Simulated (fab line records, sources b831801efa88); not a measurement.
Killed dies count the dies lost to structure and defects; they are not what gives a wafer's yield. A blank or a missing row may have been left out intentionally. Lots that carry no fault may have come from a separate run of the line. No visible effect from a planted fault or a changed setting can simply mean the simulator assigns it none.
Which tool did it? -- flow gf180mcu -- at 1 step of a route of 602, 14 lots with 42 wafers sampled

## WHAT EACH GAUGE READ, for each wafer
GF_NWELL_OVL_MEAS_07.
lot,measured,on,NWELL_OVL (nm)
L827,day 3 13:16,overlay-01,0.9 -2.2 0.1
L828,day 3 18:40,overlay-01,-0.8 -0.8 -1.1
L829,day 3 23:44,overlay-02,1.3 0.2 0.3
L831,day 4 10:11,overlay-02,-1.2 -1.1 -1.5
L832,day 4 15:08,overlay-02,1.1 0.6 0.6
L834,day 5 05:22,overlay-01,0.4 -0.4 -0.1
L835,day 5 08:11,overlay-01,2.1 0.5 0.6
L836,day 5 13:08,overlay-01,-2.5 -1.9 -2.3
L837,day 5 20:04,overlay-01,0.5 -1.2 -0.9
L838,day 6 02:04,overlay-01,-0.5 0.1 1.9
L839,day 6 06:01,overlay-02,-1.9 -2.4 -1.9
L843,day 7 02:32,overlay-02,0.7 -0.4 0.1
L844,day 7 09:04,overlay-01,-0.2 -0.2 0.0
L845,day 7 16:11,overlay-02,-0.4 0.8 -0.1

## WHICH TOOL RAN EACH LOT (tool, then ch and the chambers of the sampled wafers, then the start)
There is no process step in the record ahead of these readings.

## AS READ BY THE TOOLS THEMSELVES (means over the sampled wafers that have a number; for cases with no such wafer, the mark the record gives instead)
The record holds no such reading with a usual standard deviation.

## THE ANSWER, worked out from the rows above alone
Rule: what is usual is taken from the lots themselves. The widest of any qualifying gaps counts: lots, ordered by their means at a reading, are off when they make up no more than a third of the lots, leave a main group of 4 or more, and stand apart from it by 3 or more times the standard deviation of that group's means. Not used: any main group whose means are identical at the precision the tables above print for the reading. A lot without any number at a reading at which 4 lots or more have one is off too. Any other lot the step has rows for is counted as sound. First the gauges in route order, then the tools' own readings, where a lot's mean is used as printed above. At the first step where some lot is off, the reading lying furthest off is the one used; lots without a number count as furthest.
Nothing can be told from this: no lot is off at any reading shown.

## WHAT THE SIMULATOR HAD INSERTED
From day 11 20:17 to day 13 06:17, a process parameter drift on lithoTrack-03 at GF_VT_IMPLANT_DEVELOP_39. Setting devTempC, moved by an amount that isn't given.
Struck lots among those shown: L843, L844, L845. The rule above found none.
